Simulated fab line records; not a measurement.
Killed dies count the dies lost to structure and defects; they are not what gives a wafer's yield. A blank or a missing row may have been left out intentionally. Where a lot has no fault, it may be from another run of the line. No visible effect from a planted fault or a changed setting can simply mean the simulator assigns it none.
The tool behind it: which one? -- flow sky130 -- 36 wafers from 12 lots sampled at 2 of the route's 708 steps

WHAT THE GAUGES SHOWED, per wafer
SKY_VIA3_THK_MEAS_01.
lot,measured,on,VIA3_HDPCVD_THK (nm)
L074,day 39 06:03,film-metro-03,1644 1655 1653
L077,day 40 01:26,film-metro-04,1647 1618 1600
L078,day 40 14:00,film-metro-03,1606 1620 1656
L082,day 42 12:47,film-metro-04,1616 1624 1613
L085,day 42 17:37,film-metro-03,1635 1622 1626
L080,day 42 19:19,film-metro-02,1651 1621 1624
L088,day 42 21:08,film-metro-02,1629 1625 1611
L089,day 42 23:32,film-metro-04,1593 1629 1612
L091,day 43 22:01,film-metro-04,1659 1646 1678
L093,day 44 01:58,film-metro-04,1639 1628 1628
L095,day 44 08:17,film-metro-04,1618 1621 1624
L097,day 45 00:53,film-metro-02,1650 1664 1654

WHAT TOOL EACH LOT RAN ON (gives the tool, then ch and the chambers of the sampled wafers, and finally the start)
lot,SKY_METAL3_DESCUM_15
L074,"rie-metal-03 ch 0,1, day 39 04:54"
L077,"rie-metal-02 ch 0,1, day 40 00:20"
L078,"rie-metal-01 ch 0,1, day 40 12:52"
L082,"rie-metal-03 ch 0,1, day 42 11:41"
L085,"rie-metal-01 ch 0,1, day 42 16:31"
L080,"rie-metal-01 ch 0,1, day 42 18:09"
L088,"rie-metal-02 ch 0,1, day 42 19:59"
L089,"rie-metal-01 ch 0, day 42 22:23"
L091,"rie-metal-03 ch 0,1, day 43 20:56"
L093,"rie-metal-02 ch 0,1, day 44 00:42"
L095,"rie-metal-01 ch 0,1, day 44 07:11"
L097,"rie-metal-02 ch 1, day 44 23:13"
- SKY_METAL3_DESCUM_15: chemistry O2, time 8 s.

THE ANSWER, worked out from the rows above alone
Rule: what is usual is taken from the lots themselves. Put in order of their means at a reading, lots are off if they are a third of the lots or fewer, leave a main group of 4 or more, and stand apart from it by a gap of 3 or more times the standard deviation of the main group's means; of several such gaps the widest counts. Not used: any main group whose means are identical at the precision the tables above print for the reading. A lot without any number at a reading at which 4 lots or more have one is off too. All remaining lots with rows at the step are treated as sound.
None of the lots is off at any reading shown; this tells nothing.

WHAT HAD BEEN PUT IN BY THE SIMULATOR
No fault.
